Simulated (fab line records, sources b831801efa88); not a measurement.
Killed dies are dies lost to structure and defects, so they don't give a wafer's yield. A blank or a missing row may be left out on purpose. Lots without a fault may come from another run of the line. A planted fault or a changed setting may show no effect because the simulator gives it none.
One fault seen from 2 desks | flow sky130 | each desk has only its own numbers; what lay behind them comes last

THE TOOL OWNER'S DESK: rie_diel-01
The tool's own readings at SKY_VIA1_ETCH_14 (etches BARC in N2/H2, stops on SiO2, time 45.9 s, target depth 60 nm): means of the sampled wafers that have a number, for each lot that ran on this tool. A lot is out of limits, marked OUT, if its mean lies more than 4 standard deviations from the usual mean; the brackets give that distance.
Columns: A = bias_w at SKY_VIA1_ETCH_14, usual 99.96 W; B = drypump_motor_current_A at SKY_VIA1_ETCH_14, usual 5.5 A; C = oes_product_au at SKY_VIA1_ETCH_14, usual 0.855 a.u.; D = run_length_s at SKY_VIA1_ETCH_14, usual 74.2 s; E = throttle_valve_pct at SKY_VIA1_ETCH_14, usual 13.224 %
lot  | first seen here | A      | B   | C     | D    | E
L553 | day 36 21:53    | 99.89  | 5.3 | 0.854 | 73.7 | 13.218
L554 | day 37 18:21    | 100.03 | 5.0 | 0.854 | 74.2 | 13.228
L560 | day 39 13:45    | 99.63  | 5.1 | 0.872 | 73.4 | 13.226
L561 | day 40 06:08    | 100.00 | 5.3 | 0.872 | 73.1 | 13.231
This desk's finding: nothing out of limits on any of the 4 lots.

THE METROLOGY DESK
What the gauges read, lot by lot, whatever tool the lot ran on: means of the sampled wafers that have a number. A lot is out of limits, marked OUT, if its mean lies more than 4 standard deviations from the usual mean; the brackets give that distance.
Columns: A = cd_nm at SKY_VIA1_CD_MEAS_12, usual 149.4 nm
lot  | first seen here | A
L544 | day 33 17:05    | 150.8
L545 | day 34 05:36    | 148.7
L546 | day 35 02:38    | 148.3
L549 | day 35 15:25    | 146.9
L550 | day 36 02:55    | 150.4
L551 | day 36 06:49    | 147.8
L553 | day 36 21:46    | 148.5
L554 | day 37 18:13    | 151.7
L560 | day 39 13:36    | 147.5
L561 | day 40 06:03    | 149.7
L567 | day 41 03:46    | 148.4
This desk's finding: nothing out of limits on any of the 11 lots.

PUT TOGETHER
The tool owner's desk saw nothing out of limits.
The metrology desk saw nothing out of limits.

WHAT THE SIMULATOR HAD PUT IN
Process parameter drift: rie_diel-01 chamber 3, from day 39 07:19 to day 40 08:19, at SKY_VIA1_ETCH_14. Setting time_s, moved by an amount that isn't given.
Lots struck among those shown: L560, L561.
